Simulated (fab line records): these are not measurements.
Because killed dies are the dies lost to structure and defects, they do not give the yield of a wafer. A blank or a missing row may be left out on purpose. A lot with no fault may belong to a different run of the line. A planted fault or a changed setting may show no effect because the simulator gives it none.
What tool caused it? :: flow sky130 :: 11 lots, 33 wafers sampled, at 6 steps of a route of 708

== WHAT THE GAUGES READ, wafer by wafer ==
SKY_POLY_GATE_THK_MEAS_01.
lot: L605
measured: day 14 09:05
on: filmMetro-03
POLY_GATE_CVD_00_THK (nm): 178.8 178.1 180.1

lot: L606
measured: day 15 02:58
on: filmMetro-01
POLY_GATE_CVD_00_THK (nm): 177.1 178.0 178.6

lot: L609
measured: day 15 12:34
on: filmMetro-02
POLY_GATE_CVD_00_THK (nm): 178.0 177.9 176.2

lot: L610
measured: day 15 20:37
on: filmMetro-03
POLY_GATE_CVD_00_THK (nm): 179.5 180.2 178.5

lot: L614
measured: day 17 06:07
on: filmMetro-02
POLY_GATE_CVD_00_THK (nm): 142.2 142.6 142.7

lot: L615
measured: day 17 15:23
on: filmMetro-02
POLY_GATE_CVD_00_THK (nm): 140.0 139.9 140.7

lot: L616
measured: day 18 01:18
on: filmMetro-02
POLY_GATE_CVD_00_THK (nm): 137.4 137.2 137.9

lot: L623
measured: day 20 14:10
on: filmMetro-03
POLY_GATE_CVD_00_THK (nm): 178.8 178.1 178.6

lot: L624
measured: day 20 21:06
on: filmMetro-02
POLY_GATE_CVD_00_THK (nm): 180.4 180.0 181.3

lot: L625
measured: day 21 00:26
on: filmMetro-01
POLY_GATE_CVD_00_THK (nm): 179.2 178.8 178.9

lot: L627
measured: day 21 13:57
on: filmMetro-02
POLY_GATE_CVD_00_THK (nm): 177.1 176.5 178.9

SKY_METAL3_OVL_MEAS_14.
lot: L605
measured: day 38 16:47
on: overlay-02
METAL3_OVL (nm): -1 9 4

lot: L606
measured: day 39 14:28
on: overlay-02
METAL3_OVL (nm): -1 -5 -6

lot: L609
measured: day 39 20:25
on: overlay-01
METAL3_OVL (nm): 9 6 10

lot: L610
measured: day 40 01:49
on: overlay-01
METAL3_OVL (nm): -1 -1 -3

lot: L614
measured: day 41 05:22
on: overlay-02
METAL3_OVL (nm): -10 -10 -5

lot: L615
measured: day 41 15:11
on: overlay-01
METAL3_OVL (nm): 6 5 5

lot: L616
measured: day 41 23:35
on: overlay-01
METAL3_OVL (nm): 6 4 4

lot: L623
measured: day 43 20:41
on: overlay-01
METAL3_OVL (nm): 5 5 6

lot: L624
measured: day 44 03:34
on: overlay-01
METAL3_OVL (nm): 7 4 10

lot: L625
measured: day 44 04:31
on: overlay-01
METAL3_OVL (nm): 6 14 6

lot: L627
measured: day 44 14:44
on: overlay-02
METAL3_OVL (nm): -1 0 0

== EACH LOT AND THE TOOL THAT RAN IT (in order: tool; ch and the chambers of the sampled wafers; start) ==
lot: L605
SKY_POLY_GATE_CVD_00: lpcvd-01 ch 1, day 14 07:53
SKY_POLY_GATE_ETCH_17: rieSi-01 ch 0,1, day 16 18:50
SKY_CONTACT_CMP_04: cmp-02 ch 0,3, day 30 15:27
SKY_METAL2_SPUTTER_01: pvdSputter-01, day 34 04:09

lot: L606
SKY_POLY_GATE_CVD_00: lpcvd-01 ch 0, day 15 01:45
SKY_POLY_GATE_ETCH_17: rieSi-02 ch 0,1,3, day 17 14:50
SKY_CONTACT_CMP_04: cmp-02 ch 0,1,3, day 31 14:29
SKY_METAL2_SPUTTER_01: pvdSputter-03, day 35 03:14

lot: L609
SKY_POLY_GATE_CVD_00: lpcvd-01 ch 0, day 15 11:21
SKY_POLY_GATE_ETCH_17: rieSi-01 ch 1,2,3, day 17 23:20
SKY_CONTACT_CMP_04: cmp-02 ch 1,2,3, day 31 22:10
SKY_METAL2_SPUTTER_01: pvdSputter-01, day 35 10:53

lot: L610
SKY_POLY_GATE_CVD_00: lpcvd-01 ch 0, day 15 19:24
SKY_POLY_GATE_ETCH_17: rieSi-01 ch 1,2, day 18 09:05
SKY_CONTACT_CMP_04: cmp-01 ch 2,3, day 32 03:32
SKY_METAL2_SPUTTER_01: pvdSputter-01, day 35 16:03

lot: L614
SKY_POLY_GATE_CVD_00: lpcvd-01 ch 0, day 17 04:53
SKY_POLY_GATE_ETCH_17: rieSi-02 ch 0,2,3, day 19 19:56
SKY_CONTACT_CMP_04: cmp-02 ch 2,3, day 33 08:42
SKY_METAL2_SPUTTER_01: pvdSputter-02, day 36 20:34

lot: L615
SKY_POLY_GATE_CVD_00: lpcvd-01 ch 1, day 17 14:10
SKY_POLY_GATE_ETCH_17: rieSi-01 ch 0,2,3, day 20 07:14
SKY_CONTACT_CMP_04: cmp-01 ch 1,2,3, day 33 21:07
SKY_METAL2_SPUTTER_01: pvdSputter-01, day 37 08:47

lot: L616
SKY_POLY_GATE_CVD_00: lpcvd-01 ch 1, day 18 00:05
SKY_POLY_GATE_ETCH_17: rieSi-01 ch 1,2, day 20 17:22
SKY_CONTACT_CMP_04: cmp-02 ch 0,2,3, day 34 07:28
SKY_METAL2_SPUTTER_01: pvdSputter-02, day 37 18:23

lot: L623
SKY_POLY_GATE_CVD_00: lpcvd-01 ch 0, day 20 12:56
SKY_POLY_GATE_ETCH_17: rieSi-02 ch 0,1, day 23 04:34
SKY_CONTACT_CMP_04: cmp-02 ch 0,1, day 36 08:25
SKY_METAL2_SPUTTER_01: pvdSputter-01, day 39 17:26

lot: L624
SKY_POLY_GATE_CVD_00: lpcvd-01 ch 1, day 20 19:54
SKY_POLY_GATE_ETCH_17: rieSi-01 ch 0,1,2, day 23 11:15
SKY_CONTACT_CMP_04: cmp-02 ch 0,1,2, day 36 15:56
SKY_METAL2_SPUTTER_01: pvdSputter-01, day 40 01:47

lot: L625
SKY_POLY_GATE_CVD_00: lpcvd-01 ch 0, day 20 23:14
SKY_POLY_GATE_ETCH_17: rieSi-02 ch 0,1,2, day 23 14:54
SKY_CONTACT_CMP_04: cmp-02 ch 0,2,3, day 36 16:31
SKY_METAL2_SPUTTER_01: pvdSputter-03, day 40 02:20

lot: L627
SKY_POLY_GATE_CVD_00: lpcvd-01 ch 1, day 21 12:08
SKY_POLY_GATE_ETCH_17: rieSi-02 ch 1,2, day 24 03:29
SKY_CONTACT_CMP_04: cmp-02 ch 0,1, day 37 04:35
SKY_METAL2_SPUTTER_01: pvdSputter-01, day 40 12:54
- SKY_POLY_GATE_CVD_00: deposits poly-Si, target thk 180 nm, time 720 s.
- SKY_POLY_GATE_ETCH_17: etches poly-Si in HBr/Cl2, stops on SiO2, target depth 180 nm, time 70.5 s.
- SKY_CONTACT_CMP_04: polishes SiO2.
- SKY_METAL2_SPUTTER_01: material TiN, target thk 20 nm, time 16.7 s.

== AS READ BY THE TOOLS THEMSELVES (means over the sampled wafers that have a number; for cases with no such wafer, the mark the record gives instead) ==
SKY_POLY_GATE_CVD_00.
lot: L605
tool: lpcvd-01
spikeTcBottomC (C): 640.7
spikeTcCentreC (C): 620.5
spikeTcLowerC (C): 619.3
spikeTcTopC (C): 635.2
spikeTcUpperC (C): 621.6

lot: L606
tool: lpcvd-01
spikeTcBottomC (C): 643.7
spikeTcCentreC (C): 622.6
spikeTcLowerC (C): 621.1
spikeTcTopC (C): 636.0
spikeTcUpperC (C): 620.6

lot: L609
tool: lpcvd-01
spikeTcBottomC (C): 644.3
spikeTcCentreC (C): 623.0
spikeTcLowerC (C): 620.0
spikeTcTopC (C): 635.5
spikeTcUpperC (C): 620.2

lot: L610
tool: lpcvd-01
spikeTcBottomC (C): 643.8
spikeTcCentreC (C): 622.6
spikeTcLowerC (C): 620.6
spikeTcTopC (C): 636.2
spikeTcUpperC (C): 620.0

lot: L614
tool: lpcvd-01
spikeTcBottomC (C): 633.7
spikeTcCentreC (C): 612.0
spikeTcLowerC (C): 608.4
spikeTcTopC (C): 625.0
spikeTcUpperC (C): 609.9

lot: L615
tool: lpcvd-01
spikeTcBottomC (C): 629.7
spikeTcCentreC (C): 611.0
spikeTcLowerC (C): 609.0
spikeTcTopC (C): 623.7
spikeTcUpperC (C): 610.5

lot: L616
tool: lpcvd-01
spikeTcBottomC (C): 630.3
spikeTcCentreC (C): 611.6
spikeTcLowerC (C): 608.0
spikeTcTopC (C): 623.3
spikeTcUpperC (C): 610.3

lot: L623
tool: lpcvd-01
spikeTcBottomC (C): 643.5
spikeTcCentreC (C): 623.8
spikeTcLowerC (C): 620.6
spikeTcTopC (C): 636.3
spikeTcUpperC (C): 620.1

lot: L624
tool: lpcvd-01
spikeTcBottomC (C): 640.6
spikeTcCentreC (C): 622.0
spikeTcLowerC (C): 619.0
spikeTcTopC (C): 634.4
spikeTcUpperC (C): 622.0

lot: L625
tool: lpcvd-01
spikeTcBottomC (C): 644.5
spikeTcCentreC (C): 623.2
spikeTcLowerC (C): 620.3
spikeTcTopC (C): 636.6
spikeTcUpperC (C): 619.7

lot: L627
tool: lpcvd-01
spikeTcBottomC (C): 639.7
spikeTcCentreC (C): 622.6
spikeTcLowerC (C): 619.6
spikeTcTopC (C): 634.0
spikeTcUpperC (C): 621.4

SKY_POLY_GATE_ETCH_17.
lot: L605
tool: rieSi-01
biasW (W): 100.12
drypumpMotorCurrentA (A): 6.0
oesProductAu (a.u.): 0.984
throttleValvePct (%): 33.692

lot: L606
tool: rieSi-02
biasW (W): 100.22
drypumpMotorCurrentA (A): 5.8
oesProductAu (a.u.): 0.977
throttleValvePct (%): 33.693

lot: L609
tool: rieSi-01
biasW (W): 99.81
drypumpMotorCurrentA (A): 5.6
oesProductAu (a.u.): 0.978
throttleValvePct (%): 33.679

lot: L610
tool: rieSi-01
biasW (W): 100.30
drypumpMotorCurrentA (A): 6.2
oesProductAu (a.u.): 0.988
throttleValvePct (%): 33.684

lot: L614
tool: rieSi-02
biasW (W): 100.16
drypumpMotorCurrentA (A): 5.6
oesProductAu (a.u.): 0.843
throttleValvePct (%): 33.689

lot: L615
tool: rieSi-01
biasW (W): 99.98
drypumpMotorCurrentA (A): 5.1
oesProductAu (a.u.): 0.834
throttleValvePct (%): 33.681

lot: L616
tool: rieSi-01
biasW (W): 100.23
drypumpMotorCurrentA (A): 5.9
oesProductAu (a.u.): 0.818
throttleValvePct (%): 33.681

lot: L623
tool: rieSi-02
biasW (W): 100.31
drypumpMotorCurrentA (A): 5.8
oesProductAu (a.u.): 0.985
throttleValvePct (%): 33.679

lot: L624
tool: rieSi-01
biasW (W): 100.03
drypumpMotorCurrentA (A): 5.7
oesProductAu (a.u.): 0.982
throttleValvePct (%): 33.687

lot: L625
tool: rieSi-02
biasW (W): 100.10
drypumpMotorCurrentA (A): 5.6
oesProductAu (a.u.): 0.988
throttleValvePct (%): 33.689

lot: L627
tool: rieSi-02
biasW (W): 100.22
drypumpMotorCurrentA (A): 5.6
oesProductAu (a.u.): 0.982
throttleValvePct (%): 33.690

SKY_CONTACT_CMP_04.
lot: L605
tool: cmp-02
motorCurrentA (A): 12.2
timeToEndpointS (s): 83

lot: L606
tool: cmp-02
motorCurrentA (A): 11.5
timeToEndpointS (s): 80

lot: L609
tool: cmp-02
motorCurrentA (A): 11.3
timeToEndpointS (s): 87

lot: L610
tool: cmp-01
motorCurrentA (A): 12.9
timeToEndpointS (s): 78

lot: L614
tool: cmp-02
motorCurrentA (A): 11.5
timeToEndpointS (s): 83

lot: L615
tool: cmp-01
motorCurrentA (A): 11.9
timeToEndpointS (s): 84

lot: L616
tool: cmp-02
motorCurrentA (A): 11.9
timeToEndpointS (s): 81

lot: L623
tool: cmp-02
motorCurrentA (A): 11.8
timeToEndpointS (s): 81

lot: L624
tool: cmp-02
motorCurrentA (A): 11.7
timeToEndpointS (s): 83

lot: L625
tool: cmp-02
motorCurrentA (A): 11.9
timeToEndpointS (s): 76

lot: L627
tool: cmp-02
motorCurrentA (A): 11.2
timeToEndpointS (s): 89

SKY_METAL2_SPUTTER_01.
lot: L605
tool: pvdSputter-01
throttleValvePct (%): 31.6

lot: L606
tool: pvdSputter-03
throttleValvePct (%): 29.9

lot: L609
tool: pvdSputter-01
throttleValvePct (%): 30.6

lot: L610
tool: pvdSputter-01
throttleValvePct (%): 31.5

lot: L614
tool: pvdSputter-02
throttleValvePct (%): 29.7

lot: L615
tool: pvdSputter-01
throttleValvePct (%): 30.3

lot: L616
tool: pvdSputter-02
throttleValvePct (%): 29.2

lot: L623
tool: pvdSputter-01
throttleValvePct (%): 31.7

lot: L624
tool: pvdSputter-01
throttleValvePct (%): 30.3

lot: L625
tool: pvdSputter-03
throttleValvePct (%): 30.6

lot: L627
tool: pvdSputter-01
throttleValvePct (%): 30.5

== THE ANSWER, worked out from the rows above alone ==
Rule: usual is defined by the lots themselves. The widest of any qualifying gaps counts: lots, ordered by their means at a reading, are off when they make up no more than a third of the lots, leave a main group of 4 or more, and stand apart from it by 3 or more times the standard deviation of that group's means. A main group whose means are all the same, to the digits that the tables above print for the reading, isn't used. A lot without any number at a reading at which 4 lots or more have one is off too. All remaining lots with rows at the step are treated as sound. The gauges are gone through in route order, then the tools' own readings, and for those a lot's mean is taken as printed above. At the first step where some lot is off, the reading lying furthest off is the one used; lots without a number count as furthest.
Off: L614, L615, L616, at SKY_POLY_GATE_THK_MEAS_01 (POLY_GATE_CVD_00_THK). The main group has a mean of 178.7 nm with a standard deviation of 1.
A tool fits if, at a process step before that reading, it ran every lot that is off, and no sound lot after the first of them. The gauges at SKY_POLY_GATE_THK_MEAS_01 aren't tried: what is off there is off at SKY_POLY_GATE_CVD_00 too, on other tools, and a gauge's error can't cause that. None of those tried fits.

== WHAT THE SIMULATOR HAD INSERTED ==
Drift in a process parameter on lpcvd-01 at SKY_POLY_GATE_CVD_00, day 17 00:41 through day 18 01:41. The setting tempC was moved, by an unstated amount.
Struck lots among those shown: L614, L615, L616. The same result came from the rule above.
